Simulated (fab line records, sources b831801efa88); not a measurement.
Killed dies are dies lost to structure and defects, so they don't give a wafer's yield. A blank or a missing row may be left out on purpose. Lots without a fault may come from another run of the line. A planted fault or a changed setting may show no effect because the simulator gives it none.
fab line records | flow sky130
record lots=14 wafers=42 last_day=50
route steps=708 shown NWELL@81 VT_ADJUST_HVTR@141 VT_ADJUST_PCH@152 SONOS_ONO@169
lots that met no fault: from a run of the same line without faults
start_h: hours from the record's first day to the start of the lot's first wafer shown | wait_h: hours since the lot's step before | " the same as in the row above | L1.1+2: a row that stands for several wafers | - no value, or no start given | * or withheld: withheld | < > ~ a bound
route shown NAME@n: a module of which the file shows steps, and the number in the route of the first | usual: mean/standard deviation of fault-free wafers | same: alike in all rows | chamber/n: place in a boat | sites: the reading at each site | _std_site: their standard deviation | _edge_site: outer sites' mean less inner sites' | radius_mm: how far each site lies from the wafer's centre | mask NAME#n: copy n | behind: the tool/chamber that last shaped the wafer | hold: why the lot was held/for how many hours/how that ended | device: the transistor (n, p or np) that didn't switch | end of line: the same wafers' tests at the end of the route | a step without rows: its recipe alone | killed: dies lost to structure and defects at the first sort, not the wafer's yield | map: a wafer's dies, x killed, . not, _ none there
set.NAME: the setting as run; set.NAME@STEP: as run at that earlier step | model.NAME: the simulator's own value behind a step, which no gauge read
steps of the route over a sample of lots; a table a step, a row a wafer
services: from which hour (start_h, from the record's first day; less than 0 if before it) a tool's chamber was out of use, for how many hours, and why
## steps
# step SKY_NWELL_RTA_28
# recipe temp_c=1050 time_s=30 idle_temp_c=650 ramp_up_c_per_s=150 ramp_down_c_per_s=90 ambient=N2
# usual lamp_power_pct=25.31/0.047 wafer_temp_C_max=1054.8/0.94
# columns lot.wafer tool chamber start_h wait_h lamp_power_pct wafer_temp_C_max
L221.3 rtp_anneal-01 0 102.92 0.0 25.36 1053.5
L221.5 " 0 " " 25.38 1055.4
L221.6 " 0 " " 25.26 1056.2
L222.1 rtp_anneal-01 0 109.04 0.0 25.36 1056.3
L222.3 " 0 " " 25.29 1055.2
L222.5 " 0 " " 25.33 1053.8
L223.1 rtp_anneal-02 0 115.74 0.0 25.38 1056.9
L223.4 " 0 " " 25.33 1054.9
L223.5 " 0 " " 25.34 1054.5
L224.2 rtp_anneal-02 0 125.39 0.0 25.29 1054.1
L224.5 " 0 " " 25.37 1054.1
L224.6 " 0 " " 25.34 1054.3
L228.2 rtp_anneal-01 0 149.19 0.0 25.34 1054.9
L228.3 " 0 " " 25.32 1054.3
L228.6 " 0 " " 25.28 1055.3
L229.1 rtp_anneal-02 0 155.09 0.0 25.32 1055.9
L229.5 " 0 " " 25.32 1053.6
L229.6 " 0 " " 25.36 1054.1
L236.1 rtp_anneal-02 0 194.59 0.0 25.28 1054.6
L236.4 " 0 " " 25.27 1057.0
L236.5 " 0 " " 25.26 1054.6
L235.2 rtp_anneal-01 0 196.03 0.0 25.28 1056.1
L235.3 " 0 " " 25.29 1053.6
L235.5 " 0 " " 25.36 1053.5
L237.1 rtp_anneal-02 0 201.47 0.0 25.38 1056.0
L237.2 " 0 " " 25.27 1053.6
L237.4 " 0 " " 25.24 1054.6
L238.1 rtp_anneal-01 0 203.73 0.0 25.21 1056.1
L238.3 " 0 " " 25.35 1053.8
L238.4 " 0 " " 25.31 1055.4
L239.2 rtp_anneal-02 0 213.83 0.0 25.38 1054.1
L239.4 " 0 " " 25.25 1055.4
L239.5 " 0 " " 25.34 1054.4
L240.2 rtp_anneal-01 0 219.64 0.0 25.27 1054.4
L240.5 " 0 " " 25.32 1054.4
L240.6 " 0 " " 25.34 1056.3
L241.4 rtp_anneal-02 0 224.44 0.1 25.32 1056.7
L241.5 " 0 " " 25.29 1053.7
L241.6 " 0 " " 25.33 1055.3
L242.1 rtp_anneal-02 0 229.61 0.0 25.35 1054.6
L242.2 " 0 " " 25.27 1056.4
L242.5 " 0 " " 25.26 1053.5
# step SKY_VT_ADJUST_HVTR_STRIP_10
# recipe chemistry=O2/N2 power_w=1400 pressure_mtorr=1500 platen_temp_c=withheld o2_flow_sccm=3000 n2_flow_sccm=300 overash_fraction=0.5
# usual chamber_pressure_mTorr=1500.0/1.3 drypump_motor_current_A=5.55/0.22 o2_flow_sccm=3002/8.1 oes_product_au=0.716/0.0044 overash_fraction=0.5/0 strip_time_to_endpoint_s=14.18/0.042
# columns lot.wafer tool chamber start_h wait_h chamber_pressure_mTorr drypump_motor_current_A o2_flow_sccm oes_product_au overash_fraction rf_hours_counter_h strip_time_to_endpoint_s
L221.3 plasma_asher-04 0 201.71 0.1 1500.6 5.79 2999 0.708 0.5 - 14.24
L221.5 " 0 " " 1498.7 5.79 2998 0.718 0.5 - 14.25
L221.6 " 1 " " 1499.9 5.71 3016 0.721 0.5 - 14.24
L222.1 plasma_asher-04 1 207.17 0.1 1498.2 5.78 2996 0.720 0.5 47 14.20
L222.3 " 1 " " 1499.6 5.79 2994 0.717 0.5 - 14.23
L222.5 " 1 " " 1499.7 5.77 2984 0.726 0.5 - 14.16
L223.1 plasma_asher-03 1 217.30 0.1 1501.2 5.17 3006 0.716 0.5 10 14.24
L223.4 " 1 " " 1499.6 5.16 2991 0.718 0.5 - 14.19
L223.5 " 1 " " 1501.1 5.18 2997 0.720 0.5 - 14.20
L224.2 plasma_asher-04 1 227.33 0.1 1500.9 5.75 2998 0.716 0.5 49 14.20
L224.5 " 1 " " 1499.9 5.77 3002 0.716 0.5 - 14.21
L224.6 " 0 " " 1500.4 5.80 3015 0.718 0.5 - 14.24
L228.2 plasma_asher-03 0 254.32 0.1 - - - - - - -
L228.3 " 0 " " - - - - - - -
L228.6 " 0 " " - - - - - - -
L229.1 plasma_asher-04 0 263.50 0.1 - - - - - - -
L229.5 " 1 " " - - - - - - -
L229.6 " 0 " " - - - - - - -
L236.1 plasma_asher-04 1 313.93 0.1 1500.1 5.73 2999 0.715 0.5 58 14.19
L236.4 " 1 " " 1498.3 5.76 3006 0.722 0.5 - 14.19
L236.5 " 1 " " 1502.3 5.74 2991 0.708 0.5 - 14.20
L235.2 plasma_asher-02 0 314.07 0.1 1499.8 5.62 3006 0.715 0.5 65 14.20
L235.3 " 0 " " 1500.9 5.64 2997 0.711 0.5 - 14.19
L235.5 " 1 " " 1500.7 5.51 3000 0.715 0.5 - 14.16
L237.1 plasma_asher-03 0 323.03 0.1 1499.3 5.44 3014 0.719 0.5 20 14.14
L237.2 " 1 " " 1497.6 5.14 3004 0.727 0.5 20 14.14
L237.4 " 1 " " 1499.5 5.15 3002 0.723 0.5 - 14.21
L238.1 plasma_asher-02 0 326.15 0.1 1499.0 5.65 3003 0.715 0.5 66 14.21
L238.3 " 0 " " 1500.2 5.64 2998 0.712 0.5 - 14.23
L238.4 " 1 " " 1499.3 5.54 3011 0.719 0.5 - 14.23
L239.2 plasma_asher-02 1 338.48 0.1 1500.6 5.52 3007 0.718 0.5 67 14.11
L239.4 " 1 " " 1501.5 5.52 3017 0.710 0.5 - 14.12
L239.5 " 0 " " 1499.4 5.65 3002 0.721 0.5 - 14.15
L240.2 plasma_asher-02 0 345.38 0.1 1500.6 5.65 2990 0.711 0.5 68 14.15
L240.5 " 0 " " 1501.5 5.66 2989 0.716 0.5 - 14.17
L240.6 " 1 " " 1500.2 5.52 2999 0.715 0.5 - 14.19
L241.4 plasma_asher-02 0 352.46 0.1 1498.7 5.64 3006 0.709 0.5 - 14.19
L241.5 " 0 " " 1500.8 5.64 2987 0.715 0.5 - 14.19
L241.6 " 1 " " 1500.4 5.53 3009 0.721 0.5 - 14.20
L242.1 plasma_asher-03 1 357.60 0.1 1498.4 5.13 2993 0.716 0.5 24 14.24
L242.2 " 0 " " 1500.4 5.42 3005 0.717 0.5 24 14.15
L242.5 " 1 " " 1498.9 5.15 2994 0.717 0.5 - 14.19
# step SKY_VT_ADJUST_PCH_STRIP_09
# recipe chemistry=O2/N2 power_w=1400 pressure_mtorr=1500 platen_temp_c=withheld o2_flow_sccm=3000 n2_flow_sccm=300 overash_fraction=0.5
# usual chamber_pressure_mTorr=1499.9/1.2 drypump_motor_current_A=5.55/0.26 o2_flow_sccm=2999/9 oes_product_au=0.723/0.0042 strip_time_to_endpoint_s=36.93/0.12
# same overash_fraction=0.5
# columns lot.wafer tool chamber start_h wait_h chamber_pressure_mTorr drypump_motor_current_A o2_flow_sccm oes_product_au rf_hours_counter_h strip_time_to_endpoint_s
L221.3 plasma_asher-02 1 223.45 0.1 1501.3 5.51 3013 0.729 - 37.04
L221.5 " 0 " " 1502.2 5.66 2996 0.728 - 36.95
L221.6 " 1 " " 1502.2 5.52 2990 0.718 - 37.01
L222.1 plasma_asher-03 0 230.06 0.1 1499.9 5.46 3008 0.718 11 37.21
L222.3 " 0 " " 1500.4 5.46 3002 0.728 - 37.23
L222.5 " 1 " " 1501.2 5.16 2986 0.722 - 37.17
L223.1 plasma_asher-01 0 240.31 0.1 1498.7 6.09 3003 0.721 42 36.87
L223.4 " 1 " " 1500.5 5.58 2998 0.726 - 36.93
L223.5 " 0 " " 1500.9 6.10 2988 0.715 - 36.95
L224.2 plasma_asher-01 1 250.81 0.1 1498.0 5.64 3006 0.726 43 36.91
L224.5 " 1 " " 1500.6 5.61 3002 0.730 - 36.95
L224.6 " 0 " " 1499.3 6.10 2978 0.718 - 36.97
L228.2 plasma_asher-01 0 279.63 0.1 1501.4 6.08 2987 0.719 46 53.54
L228.3 " 1 " " 1501.2 5.59 2991 0.724 - 53.64
L228.6 " 0 " " 1500.7 6.08 3001 0.728 - 53.50
L229.1 plasma_asher-02 1 288.86 0.1 1501.2 5.51 3005 0.725 62 53.61
L229.5 " 0 " " 1502.9 5.66 2995 0.728 - 53.55
L229.6 " 1 " " 1498.0 5.53 3016 0.732 - 53.71
L236.1 plasma_asher-02 0 341.26 0.1 1498.9 5.65 3001 0.728 67 36.92
L236.4 " 0 " " 1500.7 5.64 2990 0.728 - 36.92
L236.5 " 0 " " 1498.6 5.63 2998 0.730 - 36.95
L235.2 plasma_asher-01 1 341.58 0.1 1499.6 5.60 2998 0.720 52 37.05
L235.3 " 0 " " 1500.3 6.10 3001 0.724 - 36.93
L235.5 " 1 " " 1500.9 5.59 2996 0.723 - 36.97
L237.1 plasma_asher-02 0 350.76 0.1 1501.0 5.64 2996 0.727 68 36.97
L237.2 " 1 " " 1499.1 5.51 3004 0.717 68 37.03
L237.4 " 0 " " 1498.7 5.63 2995 0.721 - 36.86
L238.1 plasma_asher-03 0 353.01 0.1 1500.6 5.41 3010 0.717 23 37.01
L238.3 " 0 " " 1497.6 5.43 2996 0.724 - 36.98
L238.4 " 1 " " 1499.2 5.11 3012 0.723 - 36.97
L239.2 plasma_asher-01 1 366.69 0.1 1500.1 5.62 2997 0.718 54 36.80
L239.4 " 0 " " 1499.1 6.10 3013 0.722 - 36.91
L239.5 " 1 " " 1501.8 5.60 2993 0.723 - 36.88
L240.2 plasma_asher-03 1 373.91 0.1 1499.7 5.16 2976 0.724 25 36.78
L240.5 " 0 " " 1498.9 5.44 3004 0.727 - 36.87
L240.6 " 1 " " 1500.1 5.15 2982 0.716 - 36.88
L241.4 plasma_asher-02 0 380.69 0.1 1500.8 5.66 3004 0.730 - 36.97
L241.5 " 1 " " 1500.0 5.50 2984 0.728 - 37.02
L241.6 " 0 " " 1502.1 5.65 2995 0.726 - 37.05
L242.1 plasma_asher-02 1 386.86 0.1 1498.7 5.50 3003 0.715 72 36.95
L242.2 " 0 " " 1501.2 5.66 2988 0.725 72 36.87
L242.5 " 1 " " 1499.8 5.51 3011 0.720 - 36.80
# step SKY_VT_ADJUST_PCH_TW_MEAS_10
# usual VT_ADJUST_PCH_TW=143.2/0.72
# columns lot.wafer tool chamber start_h wait_h VT_ADJUST_PCH_TW
L221.3 film_metro-03 - 223.53 0.1 143.9
L221.5 " - " " 142.7
L221.6 " - " " 143.5
L222.1 film_metro-01 - 230.16 0.1 142.6
L222.3 " - " " 142.8
L222.5 " - " " 142.5
L223.1 film_metro-04 - 240.41 0.1 142.4
L223.4 " - " " 143.9
L223.5 " - " " 141.8
L224.2 film_metro-03 - 250.92 0.1 142.8
L224.5 " - " " 143.5
L224.6 " - " " 143.4
L228.2 film_metro-03 - 279.74 0.1 30.1
L228.3 " - " " 30.1
L228.6 " - " " 30.1
L229.1 film_metro-01 - 288.96 0.1 30.2
L229.5 " - " " 30.3
L229.6 " - " " 30.2
L236.1 film_metro-03 - 341.36 0.1 142.6
L236.4 " - " " 143.1
L236.5 " - " " 142.9
L235.2 film_metro-01 - 341.69 0.1 145.5
L235.3 " - " " 144.0
L235.5 " - " " 144.3
L237.1 film_metro-04 - 350.86 0.1 142.5
L237.2 " - " " 143.0
L237.4 " - " " 142.4
L238.1 film_metro-01 - 353.11 0.1 143.7
L238.3 " - " " 144.7
L238.4 " - " " 143.7
L239.2 film_metro-03 - 366.80 0.1 142.5
L239.4 " - " " 143.1
L239.5 " - " " 143.4
L240.2 film_metro-03 - 374.02 0.1 144.4
L240.5 " - " " 143.7
L240.6 " - " " 142.8
L241.4 film_metro-01 - 380.79 0.1 144.3
L241.5 " - " " 144.6
L241.6 " - " " 144.2
L242.1 film_metro-04 - 386.96 0.1 143.5
L242.2 " - " " 143.3
L242.5 " - " " 143.2
# step SKY_SONOS_ONO_THK_MEAS_01
# recipe reads=SiO2_of_SONOS_ONO_OXIDATION_00
# usual SONOS_ONO_OXIDATION_THK=2.58/0.06
# columns lot.wafer tool chamber start_h wait_h SONOS_ONO_OXIDATION_THK[nm]
L221.3 film_metro-01 - 248.47 0.0 2.61
L221.5 " - " " 2.66
L221.6 " - " " 2.69
L222.1 film_metro-04 - 255.98 0.0 2.62
L222.3 " - " " 2.65
L222.5 " - " " 2.74
L223.1 film_metro-02 - 267.09 0.0 2.57
L223.4 " - " " 2.56
L223.5 " - " " 2.60
L224.2 film_metro-04 - 279.63 0.0 2.46
L224.5 " - " " 2.56
L224.6 " - " " 2.55
L228.2 film_metro-01 - 308.51 0.0 2.51
L228.3 " - " " 2.47
L228.6 " - " " 2.59
L229.1 film_metro-01 - 316.35 0.0 2.53
L229.5 " - " " 2.57
L229.6 " - " " 2.53
L236.1 film_metro-04 - 374.10 0.0 2.54
L236.4 " - " " 2.58
L236.5 " - " " 2.63
L235.2 film_metro-02 - 374.11 0.0 2.50
L235.3 " - " " 2.55
L235.5 " - " " 2.52
L237.1 film_metro-02 - 380.54 0.0 2.49
L237.2 " - " " 2.50
L237.4 " - " " 2.41
L238.1 film_metro-01 - 384.66 0.0 2.57
L238.3 " - " " 2.53
L238.4 " - " " 2.50
L239.2 film_metro-02 - 398.45 0.0 2.66
L239.4 " - " " 2.59
L239.5 " - " " 2.62
L240.2 film_metro-02 - 404.45 0.0 2.70
L240.5 " - " " 2.61
L240.6 " - " " 2.55
L241.4 film_metro-02 - 415.24 0.0 2.69
L241.5 " - " " 2.60
L241.6 " - " " 2.59
L242.1 film_metro-04 - 419.46 0.0 2.66
L242.2 " - " " 2.64
L242.5 " - " " 2.61
# step SKY_SONOS_ONO_THK_MEAS_03
# recipe reads=Si3N4_of_SONOS_ONO_CVD_02
# usual SONOS_ONO_CVD_02_THK=10.45/0.15
# columns lot.wafer tool chamber start_h wait_h SONOS_ONO_CVD_02_THK[nm]
L221.3 film_metro-01 - 249.58 0.0 10.48
L221.5 " - " " 10.57
L221.6 " - " " 10.60
L222.1 film_metro-04 - 258.09 0.0 10.49
L222.3 " - " " 10.58
L222.5 " - " " 10.55
L223.1 film_metro-02 - 268.20 0.0 10.33
L223.4 " - " " 10.54
L223.5 " - " " 10.50
L224.2 film_metro-01 - 281.60 0.0 10.47
L224.5 " - " " 10.39
L224.6 " - " " 10.49
L228.2 film_metro-04 - 310.06 0.0 10.63
L228.3 " - " " 10.65
L228.6 " - " " 10.56
L229.1 film_metro-04 - 318.27 0.0 10.75
L229.5 " - " " 10.54
L229.6 " - " " 10.62
L236.1 film_metro-04 - 377.07 0.0 10.43
L236.4 " - " " 10.44
L236.5 " - " " 10.44
L235.2 film_metro-02 - 377.08 0.0 10.41
L235.3 " - " " 10.43
L235.5 " - " " 10.39
L237.1 film_metro-02 - 381.65 0.0 10.45
L237.2 " - " " 10.30
L237.4 " - " " 10.30
L238.1 film_metro-01 - 388.13 0.0 10.19
L238.3 " - " " 10.24
L238.4 " - " " 10.28
L239.2 film_metro-01 - 401.20 0.0 10.31
L239.4 " - " " 10.29
L239.5 " - " " 10.30
L240.2 film_metro-02 - 405.56 0.0 10.56
L240.5 " - " " 10.45
L240.6 " - " " 10.47
L241.4 film_metro-01 - 416.35 0.0 10.27
L241.5 " - " " 10.46
L241.6 " - " " 10.37
L242.1 film_metro-02 - 422.28 0.0 10.39
L242.2 " - " " 10.45
L242.5 " - " " 10.38
## services
# columns tool chamber start_h hours kind
plasma_asher-04 - 91.20 0.7 repair
plasma_asher-03 - 108.75 9.0 pm
plasma_asher-03 0 108.75 9.0 vent_cycle
plasma_asher-03 1 108.75 9.0 vent_cycle
plasma_asher-04 - 116.23 2.8 pm
plasma_asher-03 0 117.75 - clean
plasma_asher-03 1 117.75 - clean
plasma_asher-03 - 131.76 2.7 repair
plasma_asher-01 - 155.26 11.5 repair
plasma_asher-02 - 228.71 2.8 pm
plasma_asher-04 - 245.45 0.6 repair
plasma_asher-03 - 320.34 0.4 repair
plasma_asher-01 - 320.75 5.1 repair
rtp_anneal-01 - 327.85 1.4 pm
rtp_anneal-02 - 372.60 73.8 pm
plasma_asher-04 - 372.61 3.3 repair
plasma_asher-03 - 382.45 14.6 pm
## key
first_sign step=SKY_VT_ADJUST_HVTR_STRIP_10 reading=tool_record direction=missing
effect step=SKY_VT_ADJUST_PCH_STRIP_09 reading=strip_time_to_endpoint_s direction=up sigmas=99+ usual=* struck=*
effect step=SKY_VT_ADJUST_PCH_TW_MEAS_10 reading=VT_ADJUST_PCH_TW direction=down sigmas=99+ usual=143.2 struck=30.2
met_at SKY_VT_ADJUST_HVTR_STRIP_10
struck_lots L228,L229
sort_left_out L228.2,L228.3,L228.6,L229.1,L229.5,L229.6
tester_left_out L228,L229
not_acting_at SKY_NWELL_RTA_28,SKY_SONOS_ONO_THK_MEAS_01,SKY_SONOS_ONO_THK_MEAS_03
onset_between 227.33 254.32
fault kind=skipped_step_whole tool=plasma_asher-03,plasma_asher-04 chamber=- onset_h=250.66 steps=SKY_VT_ADJUST_HVTR_STRIP_10 scope=struck_lots_only
# tester_left_out: of these lots the tester's yield and bins aren't shown, on N5 and GAA mostly nor the transistor test; their killed dies are dies lost to structure and defects alone, not to doping, threshold or leakage, so they don't give the yield
# sort_left_out: the simulated sort isn't trusted on such a fault, so these wafers' sort isn't shown, and their yield isn't known
